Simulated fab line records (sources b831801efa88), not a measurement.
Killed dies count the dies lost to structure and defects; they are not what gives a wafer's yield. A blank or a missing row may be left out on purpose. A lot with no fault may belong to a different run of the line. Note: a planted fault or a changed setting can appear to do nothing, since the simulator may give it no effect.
Struck lot and sound lot, side by side || flow sky130 || 15 out of 708 route steps
Sound: these wafers, L800.1, L800.3, L800.6. Wafers L812.2, L812.3, L812.4 were the ones struck. The cause is given at the end.
Each step with rows lists, per side, the tool, then ch with its chambers, then its first start. Under that, the readings that differ: sound wafers || struck wafers || difference of the means || sigmas: that difference in standard deviations of wafers without a fault.
alike: readings with means less than 2 such deviations apart, plus words and numbers identical on both sides. not compared: withheld readings, readings lacking a value on some wafer, bounds such as >300 that could conceal the same value, and numbers that have no deviation in the record and whose values overlap.
Wherever a step has rows on one side only, a row that says differs or no value, or a row with sigmas, the two part there. Non-overlapping numbers with no deviation appear without sigmas and do not part them. A reading missing from all wafers of one side parts the sides only when that side holds two or more wafers.

first, 4 steps without rows for these wafers: SKY_LI_CONTACT_SOFTBAKE_08 (time 90 s); SKY_LI_CONTACT_EXPOSE_09 (exposes mask LICM1, target cd 170 nm); SKY_LI_CONTACT_PEB_10; SKY_LI_CONTACT_DEVELOP_11 (develop time 60 s).
SKY_LI_CONTACT_CD_MEAS_12: target cd 170 nm.
  sound: cdSem-01 at day 29 03:09; struck: cdSem-02 at day 33 17:07
  alike: cdNm
SKY_LI_CONTACT_OVL_MEAS_13:
  sound: overlay-02 at day 29 03:16; struck: overlay-01 at day 33 17:13
{"reading": "LI_CONTACT_OVL (nm)", "sound": "2 -14 8", "struck": "-12 -10 -17", "difference": -12, "sigmas": -2}
SKY_LI_CONTACT_ETCH_14: etches BARC in N2/H2, stops on SiO2, time 45.9 s, target depth 60 nm.
  sound on rieDiel-04 ch 1,2,3, day 29 03:19; struck on rieDiel-04 ch 0,2,3, day 33 17:15
  alike: drypumpMotorCurrentA, oesProductAu, throttleValvePct
  not compared: rfHoursCounterH
SKY_LI_CONTACT_ETCH_15: etches PSG in C4F8/O2/Ar, stops on Si, target depth 600 nm.
  sound on rieDiel-04 ch 1,2,3, day 29 03:21; struck on rieDiel-04 ch 0,2,3, day 33 17:17
  alike: oesProductAu
SKY_LI_CONTACT_STRIP_16: strips in O2/N2.
  sound on plasmaAsher-04 ch 0,1, day 29 03:26; struck on plasmaAsher-04 ch 0,1, day 33 17:22
  alike: drypumpMotorCurrentA, oesProductAu, stripTimeToEndpointS
  not compared: rfHoursCounterH
then, 2 steps without rows for these wafers: SKY_LI_CONTACT_CLEAN_17 (cleans in NMP, time 600 s); SKY_LI_CONTACT_PRE_CLEAN_18 (time 5.6 s).
SKY_LI_CONTACT_SPUTTER_19: material Ti, target thk 20 nm, time 106.37 s.
  sound: pvdSputter-01 at day 29 03:45; struck: pvdSputter-04 at day 33 17:40
  alike: cathodeDcPowerW, chamberPressurePa, throttleValvePct
SKY_LI_CONTACT_SPUTTER_20: material TiN, target thk 20 nm, time 80 s.
  sound: pvdSputter-01 at day 29 03:49; struck: pvdSputter-04 at day 33 17:44
  no value came back on the struck wafers for cathodeDcPowerW (W), chamberPressurePa (Pa), throttleValvePct (%); on the sound wafers cathodeDcPowerW (W) reads 4000.6 3999.2 3999.4
SKY_LI_CONTACT_CVD_21: deposits W, target thk 400 nm, time 120.56 s.
  sound on cvdW-02 ch 1, day 29 03:53; struck on cvdW-01 ch 0,1, day 33 17:48
{"reading": "heaterPowerW (W)", "sound": "950 963 962", "struck": "852 818 852", "difference": -118, "sigmas": -2}
  alike: chamberPressureTorr
-- the record jumps here: 15 days lie between the struck wafers' starts before and after (it left off in module LI_CONTACT and takes up again in module PAD_OPEN, whose first step shown is number 708 of the route) --
SKY_PAD_OPEN_PROBE_99:
  record: rows for the struck wafers here (prober-01, day 49 00:56), none for the sound ones

== WHERE THEY PART ==
Last at SKY_PAD_OPEN_PROBE_99 as far as this record goes, first at SKY_LI_CONTACT_OVL_MEAS_13.

WHY: what had been put in by the simulator
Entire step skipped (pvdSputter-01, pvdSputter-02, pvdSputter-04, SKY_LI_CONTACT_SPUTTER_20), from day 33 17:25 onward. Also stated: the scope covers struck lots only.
